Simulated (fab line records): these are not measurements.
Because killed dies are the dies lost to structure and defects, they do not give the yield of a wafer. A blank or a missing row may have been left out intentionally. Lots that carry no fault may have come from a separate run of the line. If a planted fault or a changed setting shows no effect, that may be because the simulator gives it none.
The same fault as seen by 2 desks :: flow sky130 :: each desk holds nothing but its own numbers, with what lay behind them at the end

FOR THE TOOL OWNER'S DESK: pvdSputter-02
The tool's own readings at SKY_METAL5_SPUTTER_02 (material AlCu, target thk 1150 nm, time 61.2 s): means of the sampled wafers that have a number, for each lot that ran on this tool. Marked OUT: a lot whose mean sits more than 4 standard deviations from the usual mean, which makes it out of limits; the brackets give that distance.
Columns: A = throttleValvePct at SKY_METAL5_SPUTTER_02, usual 29.8 %
lot: L886
first seen here: day 43 17:20
A: 29.9

lot: L897
first seen here: day 46 08:47
A: 27.8
This desk found nothing out of limits on any of the 2 lots.

AT THE METROLOGY DESK
What the gauges read, lot by lot, whatever tool the lot ran on: means of the sampled wafers that have a number. Marked OUT: a lot whose mean sits more than 4 standard deviations from the usual mean, which makes it out of limits; the brackets give that distance.
Columns: A = METAL5_ALCU_RS at SKY_METAL5_RS_MEAS_05, usual 0.0269 ohm/sq; B = METAL5_ALCU_THK at SKY_METAL5_THK_MEAS_06, usual 1151 nm
lot: L886
first seen here: day 43 17:29
A: 0.0269
B: 1160

lot: L889
first seen here: day 43 21:46
A: 0.0272
B: 1138

lot: L888
first seen here: day 44 04:16
A: 0.0271
B: 1149

lot: L890
first seen here: day 45 02:08
A: 0.0269
B: 1157

lot: L897
first seen here: day 46 08:55
A: 0.0282
B: 1096

lot: L899
first seen here: day 47 08:51
A: 0.0267
B: 1150

lot: L902
first seen here: day 47 15:58
A: 0.0272
B: 1147

lot: L904
first seen here: day 48 02:25
A: 0.0269
B: 1153

lot: L905
first seen here: day 48 09:55
A: 0.0269
B: 1153

lot: L907
first seen here: day 48 12:27
A: 0.0268
B: 1165
This desk found nothing out of limits on any of the 10 lots.

PUT TOGETHER
Nothing out of limits was seen by the tool owner's desk.
The metrology desk saw nothing out of limits.

WHAT WAS PUT IN BY THE SIMULATOR
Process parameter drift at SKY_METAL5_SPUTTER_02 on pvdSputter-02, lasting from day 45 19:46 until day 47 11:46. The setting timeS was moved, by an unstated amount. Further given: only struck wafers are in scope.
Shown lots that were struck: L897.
